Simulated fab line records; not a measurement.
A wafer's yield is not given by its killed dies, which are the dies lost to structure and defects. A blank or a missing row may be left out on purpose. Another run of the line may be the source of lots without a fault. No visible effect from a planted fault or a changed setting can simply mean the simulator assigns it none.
The tool behind it: which one?    flow gf180mcu    Sampling: 6 lots, 18 wafers, 2 of 602 route steps

## WHAT THE GAUGES SHOWED, per wafer
GF_V1_THK_MEAS_01.
lot   measured      on             V1_CVD_00_THK (nm)
L759  day 17 18:58  film metro-01  601 592 595
L766  day 20 11:43  film metro-02  597 601 605
L768  day 21 07:32  film metro-01  600 606 595
L775  day 23 16:55  film metro-02  609 609 608
L777  day 24 03:37  film metro-01  608 604 603
L779  day 24 20:28  film metro-01  607 598 602

## WHICH TOOL RAN EACH LOT (tool, then ch and the chambers of the sampled wafers, then the start)
lot   GF_M1_METAL_ETCH_16
L759  rie metal-01 ch 0,1, day 17 18:14
L766  rie metal-01 ch 0,1, day 20 10:59
L768  rie metal-04 ch 0,1, day 21 06:49
L775  rie metal-04 ch 0,1, day 23 15:50
L777  rie metal-01 ch 0,1, day 24 02:53
L779  rie metal-02 ch 0,1, day 24 19:44
- GF_M1_METAL_ETCH_16: etches the open film in Cl2/BCl3, stops on SiO2, target depth 750.8 nm, time 125.1 s.

## THE ANSWER, worked out from the rows above alone
Rule: the usual values come from the lots themselves. The widest of any qualifying gaps counts: lots, ordered by their means at a reading, are off when they make up no more than a third of the lots, leave a main group of 4 or more, and stand apart from it by 3 or more times the standard deviation of that group's means. The tables above print the reading to a certain number of digits; a main group whose means all agree to those digits is not used. A lot without any number at a reading at which 4 lots or more have one is off too. The other lots that the step has rows for count as sound.
No lot is off on any of the readings shown, so nothing can be concluded from this.

## WHAT HAD BEEN PUT IN BY THE SIMULATOR
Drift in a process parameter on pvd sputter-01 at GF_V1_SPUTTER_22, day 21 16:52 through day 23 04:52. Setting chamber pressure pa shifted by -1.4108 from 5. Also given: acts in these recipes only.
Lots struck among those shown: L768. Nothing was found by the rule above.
